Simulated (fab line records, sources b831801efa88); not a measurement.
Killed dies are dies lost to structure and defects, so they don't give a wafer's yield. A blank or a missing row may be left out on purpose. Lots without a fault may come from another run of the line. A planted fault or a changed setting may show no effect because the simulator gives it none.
One fault seen from 2 desks | flow gf180mcu | each desk has only its own numbers; what lay behind them comes last

THE METROLOGY DESK
What the gauges read, lot by lot, whatever tool the lot ran on: means of the sampled wafers that have a number. A lot is out of limits, marked OUT, if its mean lies more than 4 standard deviations from the usual mean; the brackets give that distance.
Columns: A = cd_nm at GF_M2_CD_MEAS_14, usual 280.4 nm; B = M2_OVL at GF_M2_OVL_MEAS_15, usual 1 nm
lot  | first seen here | A     | B
L388 | day 20 06:41    | 280.9 | -8
L390 | day 20 14:42    | 279.3 | 8
L389 | day 20 19:14    | 281.9 | 2
L391 | day 21 01:46    | 281.5 | 10
L393 | day 21 14:20    | 280.8 | -4
L395 | day 22 13:34    | 281.9 | -2
L396 | day 23 00:39    | 280.7 | -1
L397 | day 23 02:40    | 280.0 | 4
L400 | day 23 23:15    | 280.4 | 4
L402 | day 24 16:13    | 278.1 | -1
L404 | day 25 03:55    | 279.3 | -1
L406 | day 25 20:16    | 281.0 | -3
L407 | day 26 07:33    | 279.4 | -5
This desk's finding: nothing out of limits on any of the 13 lots.

THE TOOL OWNER'S DESK: litho_track-04
The tool's own readings at GF_V2_SOFTBAKE_10 (time 60 s): means of the sampled wafers that have a number, for each lot that ran on this tool. A lot is out of limits, marked OUT, if its mean lies more than 4 standard deviations from the usual mean; the brackets give that distance.
Columns: A = heater_power_total_W at GF_V2_SOFTBAKE_10, usual 93.05 W
lot  | first seen here | A
L390 | day 21 04:00    | 93.10
L389 | day 21 08:00    | 93.00
L402 | day 25 04:00    | 93.05
L404 | day 25 16:00    | 98.17 (+88) OUT
L407 | day 26 19:00    | 98.08 (+87) OUT
This desk's finding: out of limits on L404, L407; first on L404, day 25 16:00 (heater_power_total_W at GF_V2_SOFTBAKE_10). In limits: L390, L389, L402.

PUT TOGETHER
The tool owner's desk could have raised an alarm at day 25 16:00, on L404, L407.
The metrology desk saw nothing out of limits.
The metrology desk has L404, L407 on record, within its limits.
Of the lots named, all ran GF_V2_SOFTBAKE_10 on litho_track-04.

WHAT THE SIMULATOR HAD PUT IN
Process parameter drift: litho_track-04, from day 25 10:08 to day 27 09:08, at GF_V2_SOFTBAKE_10. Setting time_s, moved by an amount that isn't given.
Lots struck among those shown: L404, L407.
Hours from the fault's start to each desk's first reading out of limits: the tool owner's desk, 6.
